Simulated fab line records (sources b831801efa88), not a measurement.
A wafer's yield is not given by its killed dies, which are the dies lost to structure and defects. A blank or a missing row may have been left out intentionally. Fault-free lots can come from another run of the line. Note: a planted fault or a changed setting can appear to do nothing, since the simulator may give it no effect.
Which tool did it? | flow sky130 | route of 708 steps, sampled at 1 step: 6 lots, 18 wafers

## WHAT THE GAUGES SHOWED, per wafer
SKY_LDD_P_CD_MEAS_07: the cd target is 380 nm.
lot  | measured     | on       | cdNm (nm)
L445 | day 19 17:08 | cdSem-02 | 383.3 381.9 383.5
L447 | day 20 11:59 | cdSem-02 | 375.3 376.2 379.0
L456 | day 24 03:12 | cdSem-01 | 379.8 378.5 379.7
L461 | day 25 08:40 | cdSem-01 | 386.5 385.1 386.9
L463 | day 25 22:25 | cdSem-01 | 382.3 382.5 383.1
L465 | day 27 01:15 | cdSem-01 | 379.8 380.9 381.4

## WHAT TOOL EACH LOT RAN ON (gives the tool, then ch and the chambers of the sampled wafers, and finally the start)
The record shows no process step preceding these readings.

## THE ANSWER, worked out from the rows above alone
Rule: what is usual is taken from the lots themselves. Put in order of their means at a reading, lots are off if they are a third of the lots or fewer, leave a main group of 4 or more, and stand apart from it by a gap of 3 or more times the standard deviation of the main group's means; of several such gaps the widest counts. A main group whose means are all the same, to the digits that the tables above print for the reading, isn't used. Also off: a lot with no number at a reading for which 4 or more lots have one. Where the step has rows for the other lots, those lots are counted as sound.
Across all readings shown, no lot is off: no conclusion can be drawn from this.

## WHAT WAS PUT IN BY THE SIMULATOR
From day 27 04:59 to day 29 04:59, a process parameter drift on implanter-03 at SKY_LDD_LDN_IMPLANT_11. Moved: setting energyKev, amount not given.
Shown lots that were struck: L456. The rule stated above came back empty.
